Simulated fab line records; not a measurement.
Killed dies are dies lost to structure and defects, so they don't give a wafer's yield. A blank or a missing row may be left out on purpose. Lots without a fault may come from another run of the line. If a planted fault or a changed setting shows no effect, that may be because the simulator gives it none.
2 desks looking at one fault || flow sky130 || what lay behind the numbers comes last; until then each desk has only its own

== AT THE TOOL OWNER'S DESK: implanter-02 ==
SKY_LDD_N_IMPLANT_08, tool's own readings: per-lot mean of the sampled wafers with a number, covering each lot this tool ran. A lot is out of limits, marked OUT, if its mean lies more than 4 standard deviations from the usual mean; the brackets give that distance.
Columns: A = rotation_deg at SKY_LDD_N_IMPLANT_08, usual 23.000 degrees
{"lot": "L900", "first seen here": "day 21 13:50", "A": 23.003}
{"lot": "L905", "first seen here": "day 24 12:20", "A": "226.623 (+99 or more) OUT"}
{"lot": "L907", "first seen here": "day 24 21:11", "A": "226.650 (+99 or more) OUT"}
Finding of this desk: L905, L907 out of limits; the first was L905 at day 24 12:20, on rotation_deg at SKY_LDD_N_IMPLANT_08. L900: within limits.

== AT THE METROLOGY DESK ==
Means of the sampled wafers that have a number, per lot and without regard to the tool the lot ran on: this is what the gauges read. A lot is out of limits, marked OUT, if its mean lies more than 4 standard deviations from the usual mean; the brackets give that distance.
Columns: A = POLY_GATE_OXIDATION_THK at SKY_POLY_GATE_THK_MEAS_21, usual 3.96 nm; B = cd_nm at SKY_POLY_GATE_CD_MEAS_22, usual 150 nm; C = LDD_N_OVL at SKY_LDD_N_OVL_MEAS_07, usual -0.6 nm
{"lot": "L894", "first seen here": "day 18 06:10", "A": 3.83, "B": 153, "C": -3.0}
{"lot": "L900", "first seen here": "day 20 08:04", "A": 3.95, "B": 151, "C": -0.9}
{"lot": "L905", "first seen here": "day 23 06:13", "A": 3.90, "B": 148, "C": -0.4}
{"lot": "L907", "first seen here": "day 23 14:55", "A": 3.85, "B": 152, "C": 1.0}
{"lot": "L912", "first seen here": "day 24 21:10", "A": 4.00, "B": 146, "C": -0.4}
{"lot": "L913", "first seen here": "day 25 03:41", "A": 3.95, "B": 150, "C": -1.6}
This desk found nothing out of limits on any of the 6 lots.

== TAKEN TOGETHER ==
The tool owner's desk had the chance to raise an alarm at day 24 12:20 on L905, L907.
From the metrology desk's view, nothing was out of limits.
The metrology desk has L905, L907 on record, within its limits.
On implanter-02, each named lot ran SKY_LDD_N_IMPLANT_08.

== WHAT WAS PUT IN BY THE SIMULATOR ==
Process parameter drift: implanter-02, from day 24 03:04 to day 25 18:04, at SKY_LDD_N_IMPLANT_08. A move of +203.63 in setting rotation_deg, from 23. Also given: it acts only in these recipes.
Struck lots among those shown: L905, L907.
Each desk's first reading out of limits, in hours after the fault started: the tool owner's desk, 9.
